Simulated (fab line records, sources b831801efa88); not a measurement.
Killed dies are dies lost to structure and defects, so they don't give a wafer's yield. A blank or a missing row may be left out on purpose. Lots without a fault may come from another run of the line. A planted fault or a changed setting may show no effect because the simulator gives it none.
fab line records | flow sky130
record lots=7 wafers=21 last_day=47
route steps=708 shown VT_ADJUST_PCH@151 SONOS_TUNNEL@154 PAD_OPEN@708
lots that met no fault: from a run of the same line without faults
start_h: hours from the record's first day to the start of the lot's first wafer shown | wait_h: hours since the lot's step before | " the same as in the row above | L1.1+2: a row that stands for several wafers | - no value, or no start given | * or withheld: withheld | < > ~ a bound
route shown NAME@n: a module of which the file shows steps, and the number in the route of the first | usual: mean/standard deviation of fault-free wafers | same: alike in all rows | chamber/n: place in a boat | sites: the reading at each site | _std_site: their standard deviation | _edge_site: outer sites' mean less inner sites' | radius_mm: how far each site lies from the wafer's centre | mask NAME#n: copy n | behind: the tool/chamber that last shaped the wafer | hold: why the lot was held/for how many hours/how that ended | device: the transistor (n, p or np) that didn't switch | end of line: the same wafers' tests at the end of the route | a step without rows: its recipe alone | killed: dies lost to structure and defects at the first sort, not the wafer's yield | map: a wafer's dies, x killed, . not, _ none there
set.NAME: the setting as run; set.NAME@STEP: as run at that earlier step | model.NAME: the simulator's own value behind a step, which no gauge read
lots at some steps of the route; a table a step, a row a wafer
## steps
# step SKY_VT_ADJUST_PCH_IMPLANT_08
# recipe species=B energy_kev=10 dose_cm2=5e+11 tilt_deg=withheld
# step SKY_VT_ADJUST_PCH_STRIP_09
# recipe chemistry=O2/N2 power_w=1400 pressure_mtorr=1500 platen_temp_c=withheld o2_flow_sccm=3000 n2_flow_sccm=300 overash_fraction=0.5
# usual chamber_pressure_mTorr=1500.0/1.6 drypump_motor_current_A=5.8/0.44 oes_product_au=0.722/0.0044 strip_time_to_endpoint_s=36.98/0.1
# same overash_fraction=0.5
# columns lot.wafer tool chamber start_h wait_h chamber_pressure_mTorr drypump_motor_current_A oes_product_au rf_hours_counter_h strip_time_to_endpoint_s
L101.2 plasma_asher-01 0 229.49 0.1 1499.5 6.2 0.721 12 36.96
L101.4 " 1 " " 1502.3 5.5 0.725 - 36.90
L101.5 " 1 " " 1496.3 5.4 0.718 - 36.92
L102.1 plasma_asher-01 1 234.64 0.1 1495.8 5.4 0.724 12 37.08
L102.3 " 0 " " 1501.7 6.2 0.728 - 36.97
L102.4 " 1 " " 1500.5 5.4 0.720 - 36.97
L104.1 plasma_asher-02 1 251.29 0.1 1500.6 4.9 0.720 57 36.88
L104.2 " 0 " " 1500.3 5.8 0.722 57 36.78
L104.4 " 0 " " 1498.7 5.8 0.720 - 36.84
L105.1 plasma_asher-04 1 255.90 0.1 1500.9 6.1 0.725 51 37.02
L105.4 " 1 " " 1503.6 6.0 0.722 - 36.97
L105.5 " 1 " " 1499.6 6.1 0.729 - 37.03
L108.1 plasma_asher-02 0 283.60 0.1 1502.3 5.8 0.716 60 37.02
L108.3 " 1 " " 1499.7 4.9 0.722 - 36.98
L108.6 " 0 " " 1498.7 5.8 0.727 - 37.23
L109.1 plasma_asher-04 0 287.35 0.1 1498.5 6.1 0.728 53 36.88
L109.4 " 1 " " 1502.3 6.0 0.725 - 36.86
L109.5 " 0 " " 1499.3 6.2 0.715 - 36.93
L110.1 plasma_asher-02 1 294.74 0.1 1498.5 4.9 0.724 61 37.04
L110.3 " 1 " " 1501.0 4.9 0.725 - 36.99
L110.4 " 0 " " 1498.9 5.8 0.732 - 36.83
# step SKY_VT_ADJUST_PCH_TW_MEAS_10
# usual VT_ADJUST_PCH_TW=142.2/0.99
# columns lot.wafer tool chamber start_h wait_h VT_ADJUST_PCH_TW
L101.2 film_metro-01 - 229.60 0.1 141.8
L101.4 " - " " 141.7
L101.5 " - " " 141.8
L102.1 film_metro-01 - 234.74 0.1 142.0
L102.3 " - " " 142.3
L102.4 " - " " 141.6
L104.1 film_metro-03 - 251.39 0.1 142.9
L104.2 " - " " 142.9
L104.4 " - " " 142.2
L105.1 film_metro-03 - 256.00 0.1 142.4
L105.4 " - " " 142.2
L105.5 " - " " 143.3
L108.1 film_metro-03 - 283.70 0.1 142.7
L108.3 " - " " 142.5
L108.6 " - " " 142.8
L109.1 film_metro-02 - 287.45 0.1 141.8
L109.4 " - " " 142.1
L109.5 " - " " 141.2
L110.1 film_metro-01 - 294.84 0.1 143.3
L110.3 " - " " 141.8
L110.4 " - " " 142.9
# step SKY_SONOS_TUNNEL_DEHYDRATE_00
# recipe temp_c=200 time_s=60
# step SKY_SONOS_TUNNEL_HMDS_01
# recipe prime_time_s=60 prime_temp_c=120
# step SKY_SONOS_TUNNEL_COAT_02
# recipe resist=NOVOLAK spin_rpm=3000 resist_thk_nm=1140
# step SKY_SONOS_TUNNEL_SOFTBAKE_03
# recipe temp_c=90 time_s=60 resist=NOVOLAK
# step SKY_SONOS_TUNNEL_EXPOSE_04
# recipe mask_id=TUNM na=0.6 source_shape=conventional sigma_outer=0.6 polarization=unpolarized target_cd_nm=410 dose_mj=136
# step SKY_SONOS_TUNNEL_PEB_05
# recipe temp_c=withheld time_s=* resist=NOVOLAK
# step SKY_SONOS_TUNNEL_DEVELOP_06
# recipe resist=NOVOLAK developer=TMAH develop_time_s=60 dev_temp_c=23
# step SKY_SONOS_TUNNEL_CD_MEAS_07
# recipe target_cd_nm=410
# usual cd_nm=410.1/2.1
# columns lot.wafer tool chamber start_h wait_h cd_nm
L101.2 cd_sem-02 - 252.84 0.1 411.4
L101.4 " - " " 414.7
L101.5 " - " " 412.1
L102.1 cd_sem-01 - 258.31 0.1 412.0
L102.3 " - " " 410.6
L102.4 " - " " 411.5
L104.1 cd_sem-02 - 273.91 0.1 411.0
L104.2 " - " " 409.7
L104.4 " - " " 408.4
L105.1 cd_sem-02 - 279.16 0.1 410.5
L105.4 " - " " 411.4
L105.5 " - " " 411.5
L108.1 cd_sem-01 - 308.95 0.1 409.6
L108.3 " - " " 410.8
L108.6 " - " " 408.9
L109.1 cd_sem-01 - 312.92 0.1 405.8
L109.4 " - " " 408.7
L109.5 " - " " 408.2
L110.1 cd_sem-02 - 320.21 0.1 410.4
L110.3 " - " " 412.8
L110.4 " - " " 413.4
# step SKY_SONOS_TUNNEL_OVL_MEAS_08
# usual SONOS_TUNNEL_OVL=0.5/1.5
# columns lot.wafer tool chamber start_h wait_h SONOS_TUNNEL_OVL[nm]
L101.2 overlay-01 - 252.94 0.1 1.0
L101.4 " - " " 1.3
L101.5 " - " " 0.7
L102.1 overlay-02 - 258.43 0.1 0.7
L102.3 " - " " 1.3
L102.4 " - " " 0.6
L104.1 overlay-02 - 274.03 0.1 1.1
L104.2 " - " " -1.0
L104.4 " - " " 2.2
L105.1 overlay-01 - 279.28 0.1 0.5
L105.4 " - " " 1.3
L105.5 " - " " -1.5
L108.1 overlay-01 - 309.07 0.1 2.0
L108.3 " - " " 1.6
L108.6 " - " " 0.8
L109.1 overlay-01 - 313.04 0.1 1.7
L109.4 " - " " 1.7
L109.5 " - " " 0.3
L110.1 overlay-01 - 320.33 0.1 0.3
L110.3 " - " " 0.2
L110.4 " - " " 0.1
# step SKY_SONOS_TUNNEL_IMPLANT_09
# recipe species=B energy_kev=20 dose_cm2=1e+12 tilt_deg=withheld
# usual implant_ion_amu=11/0
# columns lot.wafer tool chamber start_h wait_h implant_ion_amu model.implant.rp_nm model.implant.drp_nm
L101.2 implanter-04 0 253.00 0.0 11 65.96 28.34
L101.4 " 0 " " 11 65.96 28.34
L101.5 " 0 " " 11 65.96 28.34
L102.1 implanter-04 0 258.47 0.0 11 65.72 28.34
L102.3 " 0 " " 11 65.72 28.34
L102.4 " 0 " " 11 65.72 28.34
L104.1 implanter-02 0 274.07 0.0 11 65.08 28.34
L104.2 " 0 " " 11 65.08 28.34
L104.4 " 0 " " 11 65.08 28.34
L105.1 implanter-02 0 279.32 0.0 11 65.54 28.34
L105.4 " 0 " " 11 65.54 28.34
L105.5 " 0 " " 11 65.54 28.34
L108.1 implanter-04 0 309.11 0.0 49 17.25 9.752
L108.3 " 0 " " 49 17.25 9.752
L108.6 " 0 " " 49 17.25 9.752
L109.1 implanter-02 0 313.07 0.0 49 17.33 9.752
L109.4 " 0 " " 49 17.33 9.752
L109.5 " 0 " " 49 17.33 9.752
L110.1 implanter-04 0 320.37 0.0 49 17.61 9.752
L110.3 " 0 " " 49 17.61 9.752
L110.4 " 0 " " 49 17.61 9.752
# step SKY_SONOS_TUNNEL_WET_ETCH_10
# recipe chemistry=dHF target_depth_nm=14 target=SiO2 dilution=100:1 temp_c=25 time_s=280
# step SKY_SONOS_TUNNEL_STRIP_11
# recipe chemistry=SPM time_s=600 temp_c=130
# step SKY_SONOS_TUNNEL_TW_MEAS_12
# usual SONOS_TUNNEL_TW=197.2/1.7
# columns lot.wafer tool chamber start_h wait_h SONOS_TUNNEL_TW
L101.2 film_metro-02 - 253.41 0.0 197.0
L101.4 " - " " 198.3
L101.5 " - " " 197.1
L102.1 film_metro-02 - 259.12 0.0 197.2
L102.3 " - " " 197.3
L102.4 " - " " 198.0
L104.1 film_metro-02 - 274.48 0.0 195.0
L104.2 " - " " 196.9
L104.4 " - " " 197.5
L105.1 film_metro-02 - 279.76 0.0 195.6
L105.4 " - " " 195.4
L105.5 " - " " 196.9
L108.1 film_metro-04 - 309.54 0.0 296.8
L108.3 " - " " 297.3
L108.6 " - " " 295.6
L109.1 film_metro-01 - 313.49 0.0 291.3
L109.4 " - " " 292.6
L109.5 " - " " 293.2
L110.1 film_metro-04 - 320.80 0.0 297.4
L110.3 " - " " 296.0
L110.4 " - " " 295.5
# step SKY_SONOS_TUNNEL_CLEAN_13
# recipe chemistry=dHF time_s=20 dilution=100:1 dry=ipa_marangoni
# step SKY_PAD_OPEN_PROBE_99
# usual killed_at_M0_to_M3=43/5.9 killed_at_M4_up=2.9/1.5 killed_at_contacts=24/5 killed_at_front_end=15/4.8 killed_at_other=0.2/0.5 killed_dies=86/9.3 killed_open=47/7.1 killed_short=38/6.3
# same gross_dies=492 killed_at_back_side=0
# columns lot.wafer tool chamber start_h wait_h killed_at_M0_to_M3 killed_at_M4_up killed_at_contacts killed_at_front_end killed_at_other killed_dies killed_open killed_short model.etest.sonos_programmed.off_log10_a_um
L101.2 prober-01 - 1088.92 0.1 32 5 29 18 0 84 44 40 -13.94
L101.4 prober-01 - 1089.02 0.2 43 4 33 19 0 99 54 45 -13.98
L101.5 prober-01 - 1089.07 0.2 50 4 27 18 1 100 60 40 -13.97
L102.1 prober-02 - 1090.37 0.1 43 2 35 14 0 94 58 36 -14.02
L102.3 prober-02 - 1090.47 0.2 44 4 22 18 0 88 44 44 -14.02
L102.4 prober-02 - 1090.52 0.2 42 4 13 11 1 71 34 37 -14.13
L104.1 prober-02 - 1098.68 0.1 56 0 23 11 0 90 58 32 -13.88
L104.2 prober-02 - 1098.73 0.1 55 4 30 8 0 97 57 40 -13.98
L104.4 prober-02 - 1098.83 0.2 49 5 22 10 0 86 46 40 -13.97
L105.1 prober-01 - 1101.74 0.1 50 1 29 18 0 98 60 38 -13.94
L105.4 prober-01 - 1101.89 0.2 41 2 23 7 0 73 45 28 -13.99
L105.5 prober-01 - 1101.94 0.2 40 1 19 11 1 72 45 27 -14.04
L108.1 prober-02 - 1131.73 0.1 36 2 22 26 0 86 47 39 -11.92
L108.3 prober-02 - 1131.83 0.2 45 3 24 15 0 87 45 42 -12.31
L108.6 prober-02 - 1131.98 0.2 38 5 28 12 0 83 43 40 -11.9
L109.1 prober-01 - 1132.12 0.1 44 3 19 20 0 86 47 39 -11.4
L109.4 prober-01 - 1132.27 0.2 45 3 14 18 0 80 41 39 -11.83
L109.5 prober-01 - 1132.32 0.2 41 2 24 20 0 87 38 49 -12.23
L110.1 prober-02 - 1136.48 0.1 31 4 27 21 0 83 52 31 -12.28
L110.3 prober-02 - 1136.58 0.2 47 3 28 11 0 89 46 43 -12.64
L110.4 prober-02 - 1136.63 0.2 36 1 22 18 1 78 42 36 -13.26
# killed by level:class
L101.2 CONTACT:geometric_particle:open=11 CONTACT:geometric_particle:short=9 VIA1:geometric_particle:open=7 VIA2:geometric_particle:open=7 POLY_GATE:geometric_particle:short=5 POLY_GATE:geometric_particle:open=5 METAL4:geometric_particle:short=5 FIELD_ISO:geometric_particle:open=4
L101.4 CONTACT:geometric_particle:open=17 VIA3:geometric_particle:open=8 VIA1:geometric_particle:open=7 VIA1:geometric_particle:short=7 CONTACT:geometric_particle:short=6 FIELD_ISO:geometric_particle:short=5 METAL2:geometric_particle:short=5 VIA2:geometric_particle:open=5
L101.5 VIA1:geometric_particle:open=15 VIA3:geometric_particle:open=9 CONTACT:geometric_particle:open=8 FIELD_ISO:geometric_particle:open=6 LOCAL_INTERCONNECT:geometric_particle:short=6 LI_CONTACT:geometric_particle:open=6 VIA2:geometric_particle:open=6 POLY_GATE:geometric_particle:open=5
L102.1 CONTACT:geometric_particle:open=14 VIA1:geometric_particle:open=11 VIA3:geometric_particle:open=8 CONTACT:geometric_particle:short=7 POLY_GATE:geometric_particle:short=6 LI_CONTACT:geometric_particle:open=6 METAL1:geometric_particle:short=4 POLY_GATE:geometric_particle:open=3
L102.3 VIA1:geometric_particle:open=9 LI_CONTACT:geometric_particle:open=7 CONTACT:geometric_particle:open=7 POLY_GATE:geometric_particle:open=6 FIELD_ISO:geometric_particle:short=5 VIA1:geometric_particle:short=5 VIA2:geometric_particle:open=5 VIA2:geometric_particle:short=5
L102.4 METAL1:geometric_particle:short=7 METAL2:geometric_particle:short=6 LI_CONTACT:geometric_particle:open=5 VIA1:geometric_particle:open=5 VIA2:geometric_particle:open=5 FIELD_ISO:geometric_particle:short=4 CONTACT:geometric_particle:open=4 METAL3:geometric_particle:short=4
L104.1 VIA1:geometric_particle:open=13 VIA3:geometric_particle:open=10 VIA2:geometric_particle:open=8 LI_CONTACT:geometric_particle:open=7 CONTACT:geometric_particle:open=6 VIA1:geometric_particle:short=6 METAL3:geometric_particle:short=5 FIELD_ISO:geometric_particle:open=4
L104.2 VIA1:geometric_particle:open=19 CONTACT:geometric_particle:open=10 METAL1:geometric_particle:short=9 VIA1:geometric_particle:short=8 LI_CONTACT:geometric_particle:open=6 VIA3:geometric_particle:open=6 LI_CONTACT:geometric_particle:short=5 POLY_GATE:geometric_particle:open=4
L104.4 VIA1:geometric_particle:open=9 METAL1:geometric_particle:short=8 LI_CONTACT:geometric_particle:open=7 VIA2:geometric_particle:open=7 CONTACT:geometric_particle:open=7 VIA3:geometric_particle:open=6 LOCAL_INTERCONNECT:geometric_particle:short=5 METAL2:geometric_particle:short=5
L105.1 VIA1:geometric_particle:open=16 LI_CONTACT:geometric_particle:open=10 CONTACT:geometric_particle:short=8 POLY_GATE:geometric_particle:short=7 VIA3:geometric_particle:open=7 VIA1:geometric_particle:short=7 CONTACT:geometric_particle:open=7 VIA2:geometric_particle:open=6
L105.4 VIA1:geometric_particle:open=13 CONTACT:geometric_particle:open=9 METAL1:geometric_particle:short=6 LI_CONTACT:geometric_particle:open=5 CONTACT:geometric_particle:short=5 VIA1:geometric_particle:short=4 METAL2:geometric_particle:short=3 METAL2:geometric_particle:open=3
L105.5 VIA1:geometric_particle:open=14 CONTACT:geometric_particle:open=12 METAL1:geometric_particle:short=8 POLY_GATE:geometric_particle:open=5 LI_CONTACT:geometric_particle:open=5 METAL2:geometric_particle:short=5 POLY_GATE:geometric_particle:short=3 VIA1:geometric_particle:short=3
L108.1 FIELD_ISO:geometric_particle:short=9 VIA2:geometric_particle:open=9 CONTACT:geometric_particle:open=7 METAL1:geometric_particle:short=6 FIELD_ISO:geometric_particle:open=5 LI_CONTACT:geometric_particle:short=5 VIA1:geometric_particle:open=5 LI_CONTACT:geometric_particle:open=5
L108.3 CONTACT:geometric_particle:open=11 VIA1:geometric_particle:open=10 METAL2:geometric_particle:short=10 VIA1:geometric_particle:short=7 VIA3:geometric_particle:open=6 POLY_GATE:geometric_particle:open=5 LI_CONTACT:geometric_particle:open=5 CONTACT:geometric_particle:short=5
L108.6 METAL2:geometric_particle:short=10 LI_CONTACT:geometric_particle:open=8 CONTACT:geometric_particle:open=8 VIA2:geometric_particle:open=6 METAL1:geometric_particle:short=5 VIA3:geometric_particle:open=5 FIELD_ISO:geometric_particle:open=4 LOCAL_INTERCONNECT:geometric_particle:short=4
L109.1 VIA1:geometric_particle:open=12 CONTACT:geometric_particle:open=7 VIA3:geometric_particle:open=7 FIELD_ISO:geometric_particle:short=6 VIA2:geometric_particle:open=6 CONTACT:geometric_particle:short=5 POLY_GATE:geometric_particle:open=4 LI_CONTACT:geometric_particle:open=4
L109.4 METAL2:geometric_particle:short=9 VIA1:geometric_particle:open=8 FIELD_ISO:geometric_particle:open=6 VIA1:geometric_particle:short=6 VIA2:geometric_particle:open=6 POLY_GATE:geometric_particle:short=5 LI_CONTACT:geometric_particle:open=5 CONTACT:geometric_particle:open=5
L109.5 FIELD_ISO:geometric_particle:short=8 CONTACT:geometric_particle:open=8 LI_CONTACT:geometric_particle:open=7 METAL2:geometric_particle:short=6 METAL1:geometric_particle:short=5 VIA1:geometric_particle:short=5 VIA2:geometric_particle:short=5 VIA3:geometric_particle:open=5
L110.1 VIA1:geometric_particle:open=9 LI_CONTACT:geometric_particle:open=8 CONTACT:geometric_particle:open=7 CONTACT:geometric_particle:short=6 FIELD_ISO:geometric_particle:short=5 FIELD_ISO:geometric_particle:open=5 VIA2:geometric_particle:open=5 VIA3:geometric_particle:open=5
L110.3 CONTACT:geometric_particle:open=12 VIA1:geometric_particle:open=9 METAL1:geometric_particle:short=9 VIA3:geometric_particle:open=6 FIELD_ISO:geometric_particle:open=5 FIELD_ISO:geometric_particle:short=5 LOCAL_INTERCONNECT:geometric_particle:short=5 METAL3:geometric_particle:short=4
L110.4 LI_CONTACT:geometric_particle:open=7 VIA3:geometric_particle:open=7 CONTACT:geometric_particle:open=6 METAL1:geometric_particle:short=6 POLY_GATE:geometric_particle:short=5 LI_CONTACT:geometric_particle:short=5 VIA1:geometric_particle:open=5 VIA2:geometric_particle:open=5
## key
first_sign step=SKY_SONOS_TUNNEL_IMPLANT_09 reading=implant_ion_amu direction=up sigmas=99+ usual=11 struck=49
effect step=SKY_SONOS_TUNNEL_TW_MEAS_12 reading=SONOS_TUNNEL_TW direction=up sigmas=56 usual=197.2 struck=295.1
model_effect step=SKY_SONOS_TUNNEL_IMPLANT_09 value=implant.rp_nm without=66.01 struck=17.4
model_effect step=SKY_PAD_OPEN_PROBE_99 value=etest.sonos_programmed.off_log10_a_um without=-13.95 struck=-12.2
met_at SKY_SONOS_TUNNEL_IMPLANT_09
struck_wafers L108.1,L108.3,L108.6,L109.1,L109.4,L109.5,L110.1,L110.3,L110.4
tester_left_out L108,L109,L110
onset_between 279.32 309.11
fault kind=wrong_recipe_download tool=implanter-02,implanter-03,implanter-04 chamber=- onset_h=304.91 steps=SKY_SONOS_TUNNEL_IMPLANT_09 wrong_recipe.not_listed=1
# tester_left_out: of these lots the tester's yield and bins aren't shown, on N5 and GAA mostly nor the transistor test; their killed dies are dies lost to structure and defects alone, not to doping, threshold or leakage, so they don't give the yield
